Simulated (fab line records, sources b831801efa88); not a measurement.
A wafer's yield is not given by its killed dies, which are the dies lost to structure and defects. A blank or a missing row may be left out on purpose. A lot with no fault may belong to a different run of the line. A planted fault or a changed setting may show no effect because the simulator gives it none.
fab line records	flow sky130
record: lots: 6	wafers: 18	last-day: 50
route steps=708 shown METAL4@602 CAP2M@603 PAD_OPEN@708
lots that met no fault: from a run of the same line without faults
start-h: start of the lot's first displayed wafer, in hours after the record's first day	wait-h: hours from the lot's prior step to this one	" the same as in the row above	L1.1+2: one row covering several wafers at once	- no value, or no start given	* or withheld: withheld	< > ~ a bound
route shown NAME@n: names a module that has steps shown in the file, with the first one's number in the route	usual: mean/standard deviation of fault-free wafers	same: alike in all rows	chamber/n: place in a boat	sites: readings site by site	_std_site: the standard deviation of these	_edge_site: the outer-site mean with the inner-site mean subtracted	radius-mm: how far each site lies from the wafer's centre	mask NAME#n: copy n	behind: the most recent tool/chamber to have shaped the wafer	hold: the reason the lot was held/the length of the hold in hours/how it ended	device: whichever transistor did not switch (one of n, p or np)	end of line: the tests these same wafers got at the end of their route	a step without rows: its recipe alone	killed: dies that structure and defects cost at the first sort, which is not the same as the wafer's yield	map: a wafer's dies, x killed, . not, _ none there
set.NAME: the setting as run; set.NAME@STEP: as run at that earlier step	model.NAME: the simulator's own value behind a step, which no gauge read
lots at some steps of the route; a table a step, a row a wafer
services: a tool's chamber out of use, with start hour (start-h, from the record's first day; less than 0 if before it), hours out, and reason
== steps ==
step: SKY_METAL4_SPUTTER_04
recipe: material: TiN	target-thk-nm: 70	power-w: 6500	time-s: 58.3	chamber-pressure-pa: 0.4
usual: throttle-valve-pct: 30.0/0.87
lot.wafer	tool	chamber	start-h	wait-h	throttle-valve-pct
L134.2	pvd-sputter-03	-	957.38	0.0	30.1
L134.5	"	-	"	"	29.0
L134.6	"	-	"	"	29.6
L136.4	pvd-sputter-01	-	972.96	0.0	30.1
L136.5	"	-	"	"	29.5
L136.6	"	-	"	"	30.9
L144.1	pvd-sputter-01	-	1029.39	0.0	29.3
L144.2	"	-	"	"	29.4
L144.4	"	-	"	"	30.9
L147.1	pvd-sputter-01	-	1048.22	0.0	30.8
L147.2	"	-	"	"	29.2
L147.6	"	-	"	"	30.8
L152.2	pvd-sputter-03	-	1086.64	0.0	31.0
L152.4	"	-	"	"	28.6
L152.5	"	-	"	"	30.1
L153.1	pvd-sputter-01	-	1091.77	0.0	29.3
L153.4	"	-	"	"	30.2
L153.5	"	-	"	"	29.2
step: SKY_CAP2M_CVD_00
recipe: material: SiO2	target-thk-nm: 15.5	temp-c: 400	time-s: withheld	rf-w: 450
usual: heater-power-w: 728/80
lot.wafer	tool	chamber	start-h	wait-h	heater-power-w
L134.2	pecvd-04	1	957.43	0.0	610
L134.5	"	0	"	"	696
L134.6	"	2	"	"	746
L136.4	pecvd-04	0	973.02	0.0	692
L136.5	"	2	"	"	748
L136.6	"	1	"	"	622
L144.1	pecvd-03	1	1029.44	0.0	749
L144.2	"	0	"	"	723
L144.4	"	2	"	"	671
L147.1	pecvd-03	1	1048.27	0.0	761
L147.2	"	2	"	"	710
L147.6	"	1	"	"	745
L152.2	pecvd-03	1	1086.69	0.0	836
L152.4	"	1	"	"	840
L152.5	"	2	"	"	767
L153.1	pecvd-01	2	1091.82	0.0	882
L153.4	"	1	"	"	802
L153.5	"	2	"	"	880
step: SKY_CAP2M_THK_MEAS_01
recipe: reads: SiO2_of_CAP2M_CVD_00
usual: CAP2M_CVD_00_THK: 15.47/0.19
lot.wafer	tool	chamber	start-h	wait-h	CAP2M_CVD_00_THK[nm]
L134.2	film-metro-01	-	957.46	-	15.48
L134.5	"	-	"	"	15.77
L134.6	"	-	"	"	15.72
L136.4	film-metro-01	-	973.06	-	15.80
L136.5	"	-	"	"	15.67
L136.6	"	-	"	"	15.35
L144.1	film-metro-01	-	1029.46	-	15.33
L144.2	"	-	"	"	15.17
L144.4	"	-	"	"	15.49
L147.1	film-metro-01	-	1048.29	-	15.12
L147.2	"	-	"	"	15.04
L147.6	"	-	"	"	15.53
L152.2	film-metro-01	-	1086.72	-	15.86
L152.4	"	-	"	"	15.89
L152.5	"	-	"	"	15.64
L153.1	film-metro-02	-	1091.85	-	15.14
L153.4	"	-	"	"	15.37
L153.5	"	-	"	"	15.21
step: SKY_CAP2M_SPUTTER_02
recipe: material: TiN	target-thk-nm: 200	temp-c: 300	power-w: 6500	time-s: 166.7	chamber-pressure-pa: 0.4
usual: throttle-valve-pct: 29.9/0.71
lot.wafer	tool	chamber	start-h	wait-h	throttle-valve-pct
L134.2	pvd-sputter-04	-	957.51	0.0	28.7
L134.5	"	-	"	"	28.8
L134.6	"	-	"	"	30.2
L136.4	pvd-sputter-03	-	973.09	0.0	30.8
L136.5	"	-	"	"	31.4
L136.6	"	-	"	"	30.4
L144.1	pvd-sputter-04	-	1029.52	0.1	29.0
L144.2	"	-	"	"	30.1
L144.4	"	-	"	"	29.8
L147.1	pvd-sputter-03	-	1048.35	0.1	30.4
L147.2	"	-	"	"	31.0
L147.6	"	-	"	"	30.8
L152.2	pvd-sputter-04	-	1086.77	0.0	30.5
L152.4	"	-	"	"	29.0
L152.5	"	-	"	"	29.6
L153.1	pvd-sputter-04	-	1091.91	0.1	30.1
L153.4	"	-	"	"	29.4
L153.5	"	-	"	"	28.9
step: SKY_CAP2M_RS_MEAS_03
recipe: thk-meas-gauge: four-point-probe	reads: TiN_of_CAP2M_SPUTTER_02
usual: CAP2M_TIN_RS: 6.88/0.073
lot.wafer	tool	chamber	start-h	wait-h	CAP2M_TIN_RS[ohm/sq]
L134.2	film-metro-01	-	957.64	0.1	6.83
L134.5	"	-	"	"	6.88
L134.6	"	-	"	"	6.91
L136.4	film-metro-03	-	973.26	0.1	6.85
L136.5	"	-	"	"	6.81
L136.6	"	-	"	"	6.90
L144.1	film-metro-03	-	1029.63	0.1	6.82
L144.2	"	-	"	"	6.82
L144.4	"	-	"	"	6.82
L147.1	film-metro-02	-	1048.46	0.1	6.90
L147.2	"	-	"	"	6.81
L147.6	"	-	"	"	6.91
L152.2	film-metro-03	-	1086.90	0.1	6.75
L152.4	"	-	"	"	6.83
L152.5	"	-	"	"	6.92
L153.1	film-metro-03	-	1092.01	0.1	6.86
L153.4	"	-	"	"	6.94
L153.5	"	-	"	"	6.93
step: SKY_CAP2M_THK_MEAS_04
recipe: thk-meas-gauge: xrf	reads: TiN_of_CAP2M_SPUTTER_02
usual: CAP2M_TIN_THK: 197.0/2.3
lot.wafer	tool	chamber	start-h	wait-h	CAP2M_TIN_THK[nm]
L134.2	film-metro-01	-	957.75	0.1	198.8
L134.5	"	-	"	"	196.9
L134.6	"	-	"	"	195.8
L136.4	film-metro-03	-	973.35	0.1	196.9
L136.5	"	-	"	"	198.6
L136.6	"	-	"	"	194.9
L144.1	film-metro-03	-	1029.75	0.1	198.1
L144.2	"	-	"	"	198.1
L144.4	"	-	"	"	197.9
L147.1	film-metro-02	-	1048.58	0.1	196.5
L147.2	"	-	"	"	198.0
L147.6	"	-	"	"	195.4
L152.2	film-metro-03	-	1087.01	0.1	199.6
L152.4	"	-	"	"	196.8
L152.5	"	-	"	"	195.2
L153.1	film-metro-03	-	1092.13	0.1	197.1
L153.4	"	-	"	"	194.4
L153.5	"	-	"	"	195.3
step: SKY_CAP2M_DEHYDRATE_05
recipe: temp-c: 200	time-s: 60
step: SKY_CAP2M_HMDS_06
recipe: prime-time-s: 60	prime-temp-c: 120
step: SKY_CAP2M_COAT_07
recipe: resist: NOVOLAK	spin-rpm: 3000	resist-thk-nm: 1140
step: SKY_CAP2M_SOFTBAKE_08
recipe: temp-c: 90	time-s: 60	resist: NOVOLAK
step: SKY_CAP2M_EXPOSE_09
recipe: mask-id: CAP2M	na: 0.6	source-shape: conventional	sigma-outer: 0.6	polarization: unpolarized	target-cd-nm: 1000	dose-mj: 159
step: SKY_CAP2M_PEB_10
recipe: temp-c: withheld	time-s: *	resist: NOVOLAK
step: SKY_CAP2M_DEVELOP_11
recipe: resist: NOVOLAK	developer: TMAH	develop-time-s: 60	dev-temp-c: 23
usual: developer-temp-C: 23.04/0.11	resist-line-temp-C: 23.01/0.1
lot.wafer	tool	chamber	start-h	wait-h	developer-temp-C	resist-line-temp-C
L134.2	litho-track-03	0	982.06	0.1	23.06	23.19
L134.5	"	0	"	"	23.15	23.23
L134.6	"	0	"	"	23.19	23.18
L136.4	litho-track-01	0	997.51	0.1	23.18	23.10
L136.5	"	0	"	"	23.02	23.02
L136.6	"	0	"	"	22.97	23.07
L144.1	litho-track-01	0	1052.28	0.1	22.10	22.93
L144.2	"	0	"	"	22.02	23.08
L144.4	"	0	"	"	22.02	23.06
L147.1	litho-track-01	0	1070.13	0.1	22.35	22.86
L147.2	"	0	"	"	22.33	23.01
L147.6	"	0	"	"	22.33	22.99
L152.2	litho-track-02	0	1106.98	0.1	22.95	22.81
L152.4	"	0	"	"	23.04	22.98
L152.5	"	0	"	"	23.02	22.87
L153.1	litho-track-02	0	1111.66	0.1	23.13	22.93
L153.4	"	0	"	"	22.93	22.83
L153.5	"	0	"	"	23.03	22.98
step: SKY_CAP2M_OVL_MEAS_12
usual: CAP2M_OVL: 1.2/1.4
lot.wafer	tool	chamber	start-h	wait-h	CAP2M_OVL[nm]
L134.2	overlay-02	-	982.19	0.1	-0.2
L134.5	"	-	"	"	-0.6
L134.6	"	-	"	"	-1.2
L136.4	overlay-01	-	997.60	0.1	0.4
L136.5	"	-	"	"	2.5
L136.6	"	-	"	"	1.4
L144.1	overlay-02	-	1052.43	0.1	0.0
L144.2	"	-	"	"	1.2
L144.4	"	-	"	"	1.4
L147.1	overlay-01	-	1070.28	0.1	0.2
L147.2	"	-	"	"	0.2
L147.6	"	-	"	"	-0.4
L152.2	overlay-02	-	1107.11	0.1	0.0
L152.4	"	-	"	"	-1.0
L152.5	"	-	"	"	0.0
L153.1	overlay-02	-	1111.81	0.1	2.0
L153.4	"	-	"	"	1.9
L153.5	"	-	"	"	1.1
step: SKY_PAD_OPEN_PROBE_99
usual: defect-limited-yield: 82.8/2	killed_at_M0_to_M3: 43/6.4	killed_at_M4_up: 3.1/2	killed-at-contacts: 24/5.2	killed-at-front-end: 15/4.3	killed-at-other: 0.2/0.48	killed-dies: 85/9.7	killed-open: 47/6.9	killed-short: 38/6.7	sort_bin_3_pad_short: 0.9/0.48	sort_bin_5_function: 10.3/1.6	sort_bin_6_memory: 6.1/0.97	sort-n-pass: 407/9.7	sort-yield-pct: 82.8/2
same: gross-dies: 492	killed-at-back-side: 0	sort_bin_4_leakage[%]: 0	sort_bin_8_speed[%]: 0
lot.wafer	tool	chamber	start-h	wait-h	defect-limited-yield[%]	killed_at_M0_to_M3	killed_at_M4_up	killed-at-contacts	killed-at-front-end	killed-at-other	killed-dies	killed-open	killed-short	sort_bin_3_pad_short[%]	sort_bin_5_function[%]	sort_bin_6_memory[%]	sort-n-pass	sort-yield-pct[%]
L134.2	prober-02	-	1103.56	0.1	82.3	48	5	21	12	1	87	49	38	1.0	11.2	5.5	405	82.3
L134.5	prober-02	-	1103.71	0.2	82.3	47	2	22	16	0	87	50	37	0.4	11.2	6.1	405	82.3
L134.6	prober-02	-	1103.76	0.2	82.5	38	4	24	20	0	86	59	27	1.0	10.8	5.7	406	82.5
L136.4	prober-01	-	1113.64	0.2	81.3	54	1	20	17	0	92	59	33	1.0	10.8	6.9	400	81.3
L136.5	prober-01	-	1113.69	0.2	82.5	37	4	28	17	0	86	49	37	1.0	9.8	6.7	406	82.5
L136.6	prober-01	-	1113.74	0.2	81.9	36	3	31	19	0	89	54	35	0.8	8.9	8.3	403	81.9
L144.1	prober-01	-	1160.99	0.1	79.9	40	7	27	25	0	99	59	40	1.0	12.2	6.9	393	79.9
L144.2	prober-01	-	1161.04	0.1	82.3	40	9	28	10	0	87	43	44	1.2	9.6	6.9	405	82.3
L144.4	prober-01	-	1161.14	0.2	82.9	42	2	22	18	0	84	50	34	1.6	9.3	6.1	408	82.9
L147.1	prober-02	-	1174.58	0.1	84.1	35	1	22	19	1	78	40	38	1.2	8.5	6.1	414	84.1
L147.2	prober-02	-	1174.63	0.1	82.3	42	3	30	11	1	87	48	38	0.6	9.8	7.3	405	82.3
L147.6	prober-02	-	1174.83	0.2	86.6	29	0	25	12	0	66	42	24	0.8	8.3	4.3	426	86.6
L152.2	prober-01	-	1204.58	0.1	87.0	33	2	18	11	0	64	38	26	1.2	7.1	4.7	428	87.0
L152.4	prober-01	-	1204.68	0.2	81.3	46	5	21	20	0	92	49	43	1.0	11.2	6.5	400	81.3
L152.5	prober-01	-	1204.73	0.2	85.6	36	4	24	7	0	71	40	31	1.2	9.1	4.1	421	85.6
killed by level:class
L134.2 VIA1:geometric-particle:open=15 CONTACT:geometric-particle:open=9 VIA2:geometric-particle:short=7 LI_CONTACT:geometric-particle:open=6 METAL2:geometric-particle:short=6 VIA2:geometric-particle:open=4 CONTACT:geometric-particle:short=4 VIA3:geometric-particle:open=4
L134.5 VIA1:geometric-particle:open=12 CONTACT:geometric-particle:open=9 FIELD_ISO:geometric-particle:open=7 VIA1:geometric-particle:short=7 FIELD_ISO:geometric-particle:short=6 LI_CONTACT:geometric-particle:open=6 METAL1:geometric-particle:short=6 METAL2:geometric-particle:short=5
L134.6 CONTACT:geometric-particle:open=13 FIELD_ISO:geometric-particle:open=9 VIA1:geometric-particle:open=8 VIA3:geometric-particle:open=8 LI_CONTACT:geometric-particle:open=6 METAL1:geometric-particle:short=6 FIELD_ISO:geometric-particle:short=5 METAL2:geometric-particle:short=4
L136.4 VIA1:geometric-particle:open=11 VIA3:geometric-particle:open=11 CONTACT:geometric-particle:open=9 METAL1:geometric-particle:short=7 VIA2:geometric-particle:open=7 FIELD_ISO:geometric-particle:open=6 CONTACT:geometric-particle:short=5 METAL3:geometric-particle:short=5
L136.5 CONTACT:geometric-particle:open=11 LI_CONTACT:geometric-particle:open=8 VIA3:geometric-particle:open=8 POLY_GATE:geometric-particle:open=6 METAL1:geometric-particle:short=6 VIA1:geometric-particle:open=5 CONTACT:geometric-particle:short=4 VIA1:geometric-particle:short=4
L136.6 VIA1:geometric-particle:open=12 LI_CONTACT:geometric-particle:open=10 FIELD_ISO:geometric-particle:open=9 CONTACT:geometric-particle:open=8 LI_CONTACT:geometric-particle:short=4 POLY_GATE:geometric-particle:short=4 LOCAL_INTERCONNECT:geometric-particle:short=4 METAL1:geometric-particle:short=4
L144.1 CONTACT:geometric-particle:open=11 LI_CONTACT:geometric-particle:open=8 VIA1:geometric-particle:open=7 POLY_GATE:geometric-particle:short=7 POLY_GATE:geometric-particle:open=6 VIA2:geometric-particle:open=6 VIA3:geometric-particle:open=6 METAL4:geometric-particle:short=6
L144.2 CONTACT:geometric-particle:open=8 LI_CONTACT:geometric-particle:open=7 VIA1:geometric-particle:short=7 VIA1:geometric-particle:open=7 LOCAL_INTERCONNECT:geometric-particle:short=6 METAL2:geometric-particle:short=5 METAL3:geometric-particle:short=5 METAL4:geometric-particle:short=5
L144.4 VIA3:geometric-particle:open=10 VIA2:geometric-particle:open=10 CONTACT:geometric-particle:open=8 FIELD_ISO:geometric-particle:open=6 VIA1:geometric-particle:open=6 LI_CONTACT:geometric-particle:open=5 CONTACT:geometric-particle:short=5 FIELD_ISO:geometric-particle:short=4
L147.1 VIA1:geometric-particle:open=11 CONTACT:geometric-particle:open=8 POLY_GATE:geometric-particle:short=7 LI_CONTACT:geometric-particle:open=6 METAL1:geometric-particle:short=5 FIELD_ISO:geometric-particle:open=4 VIA3:geometric-particle:open=4 LI_CONTACT:geometric-particle:short=3
L147.2 LI_CONTACT:geometric-particle:open=14 VIA1:geometric-particle:open=10 VIA2:geometric-particle:open=7 CONTACT:geometric-particle:open=6 METAL2:geometric-particle:short=6 METAL1:geometric-particle:short=5 LOCAL_INTERCONNECT:geometric-particle:short=4 CONTACT:geometric-particle:short=4
L147.6 LI_CONTACT:geometric-particle:open=11 VIA1:geometric-particle:open=7 METAL1:geometric-particle:short=6 VIA3:geometric-particle:open=6 POLY_GATE:geometric-particle:short=5 LOCAL_INTERCONNECT:geometric-particle:short=5 CONTACT:geometric-particle:open=5 VIA2:geometric-particle:open=5
L152.2 CONTACT:geometric-particle:open=9 VIA1:geometric-particle:short=7 VIA1:geometric-particle:open=7 POLY_GATE:geometric-particle:open=4 LI_CONTACT:geometric-particle:open=4 VIA3:geometric-particle:short=4 VIA3:geometric-particle:open=4 METAL2:geometric-particle:short=3
L152.4 VIA1:geometric-particle:open=13 VIA3:geometric-particle:open=11 CONTACT:geometric-particle:open=7 POLY_GATE:geometric-particle:short=5 METAL4:geometric-particle:short=4 VIA3:geometric-particle:short=4 LI_CONTACT:geometric-particle:open=4 VIA1:geometric-particle:short=4
L152.5 CONTACT:geometric-particle:open=7 VIA1:geometric-particle:open=7 VIA3:geometric-particle:open=7 POLY_GATE:geometric-particle:open=6 VIA2:geometric-particle:open=6 LI_CONTACT:geometric-particle:open=5 LOCAL_INTERCONNECT:geometric-particle:short=5 CONTACT:geometric-particle:short=4
== services ==
tool	chamber	start-h	hours	kind
pecvd-03	0	938.73	19.5	repair
pecvd-04	-	957.68	1.9	repair
pecvd-04	1	982.38	15.6	repair
pecvd-03	2	988.59	2.1	scheduled-down
pvd-sputter-03	-	997.27	1.2	repair
pecvd-04	1	998.03	5.5	scheduled-down
pvd-sputter-01	-	1000.03	7.2	repair
pecvd-04	1	1003.49	-	clean
pecvd-04	1	1003.49	-	consumable-replace:showerhead
pecvd-04	1	1003.49	29.0	scheduled-down
pecvd-04	1	1003.49	29.0	vent-cycle
pecvd-03	-	1012.98	2.9	repair
pecvd-04	0	1033.73	2.1	scheduled-down
pecvd-01	0	1045.08	2.1	scheduled-down
pecvd-01	-	1050.51	4.6	repair
pecvd-04	1	1055.50	2.1	scheduled-down
pvd-sputter-04	-	1072.02	5.4	repair
pecvd-01	1	1073.12	5.5	scheduled-down
pecvd-03	-	1076.38	2.5	repair
pecvd-04	0	1081.88	5.1	repair
== key ==
first-sign: step: SKY_CAP2M_DEVELOP_11	reading: developer-temp-C	direction: down	sigmas: 7.5	usual: *	struck: *
effect none on later readings
met-at SKY_CAP2M_DEVELOP_11
struck-wafers L144.1,L144.2,L144.4,L147.1,L147.2,L147.6
onset-between 997.51 1052.28
fault: kind: process-parameter-drift	tool: litho-track-01	chamber: -	onset-h: 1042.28	steps: SKY_CAP2M_DEVELOP_11	channel: dev-temp-c	offset: *	shape: step	end-h: 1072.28	acts-in: *	stated: *
